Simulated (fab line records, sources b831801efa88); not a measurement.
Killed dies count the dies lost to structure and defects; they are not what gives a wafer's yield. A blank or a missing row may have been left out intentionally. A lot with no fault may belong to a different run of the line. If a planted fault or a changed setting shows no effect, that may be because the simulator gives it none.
Which tool is to blame? :: flow sky130 :: 11 lots, 33 wafers sampled, at 2 steps of a route of 708

WHAT EACH GAUGE READ, for each wafer
SKY_VIA3_THK_MEAS_23: measures by xrf.
lot: L161
measured: day 38 23:15
on: film metro-03
VIA3_W_THK (nm): 388 395 395

lot: L163
measured: day 39 18:13
on: film metro-02
VIA3_W_THK (nm): 403 403 401

lot: L164
measured: day 40 07:50
on: film metro-01
VIA3_W_THK (nm): 382 392 396

lot: L165
measured: day 40 16:44
on: film metro-01
VIA3_W_THK (nm): 395 396 398

lot: L167
measured: day 41 02:50
on: film metro-03
VIA3_W_THK (nm): 399 399 404

lot: L169
measured: day 41 23:06
on: film metro-03
VIA3_W_THK (nm): 391 388 391

lot: L170
measured: day 42 04:09
on: film metro-03
VIA3_W_THK (nm): 393 392 389

lot: L172
measured: day 42 19:13
on: film metro-03
VIA3_W_THK (nm): 404 396 393

lot: L174
measured: day 43 20:30
on: film metro-01
VIA3_W_THK (nm): 395 391 396

lot: L176
measured: day 44 21:12
on: film metro-02
VIA3_W_THK (nm): 395 391 392

lot: L177
measured: day 45 05:22
on: film metro-01
VIA3_W_THK (nm): 396 395 394

TOOL THAT RAN EACH LOT (tool first, then ch and the chambers of the sampled wafers, then the start)
lot: L161
SKY_METAL3_STRIP_19: plasma asher-01 ch 0,1, day 37 18:55

lot: L163
SKY_METAL3_STRIP_19: plasma asher-03 ch 0,1, day 38 14:44

lot: L164
SKY_METAL3_STRIP_19: plasma asher-03 ch 0,1, day 39 05:36

lot: L165
SKY_METAL3_STRIP_19: plasma asher-01 ch 0,1, day 39 13:17

lot: L167
SKY_METAL3_STRIP_19: plasma asher-03 ch 0,1, day 39 23:04

lot: L169
SKY_METAL3_STRIP_19: plasma asher-02 ch 0,1, day 40 19:29

lot: L170
SKY_METAL3_STRIP_19: plasma asher-02 ch 0,1, day 41 01:49

lot: L172
SKY_METAL3_STRIP_19: plasma asher-01 ch 0,1, day 41 16:49

lot: L174
SKY_METAL3_STRIP_19: plasma asher-03 ch 0,1, day 42 19:40

lot: L176
SKY_METAL3_STRIP_19: plasma asher-03 ch 0,1, day 43 20:53

lot: L177
SKY_METAL3_STRIP_19: plasma asher-02 ch 0,1, day 44 05:08
- SKY_METAL3_STRIP_19: strips in O2/N2.

THE ANSWER, worked out from the rows above alone
Rule: the lots themselves supply what counts as usual. Put in order of their means at a reading, lots are off if they are a third of the lots or fewer, leave a main group of 4 or more, and stand apart from it by a gap of 3 or more times the standard deviation of the main group's means; of several such gaps the widest counts. Not used: any main group whose means are identical at the precision the tables above print for the reading. Also off: a lot with no number at a reading for which 4 or more lots have one. Any other lot the step has rows for is counted as sound.
Nothing can be told from this: no lot is off at any reading shown.

WHAT THE SIMULATOR HAD PUT IN
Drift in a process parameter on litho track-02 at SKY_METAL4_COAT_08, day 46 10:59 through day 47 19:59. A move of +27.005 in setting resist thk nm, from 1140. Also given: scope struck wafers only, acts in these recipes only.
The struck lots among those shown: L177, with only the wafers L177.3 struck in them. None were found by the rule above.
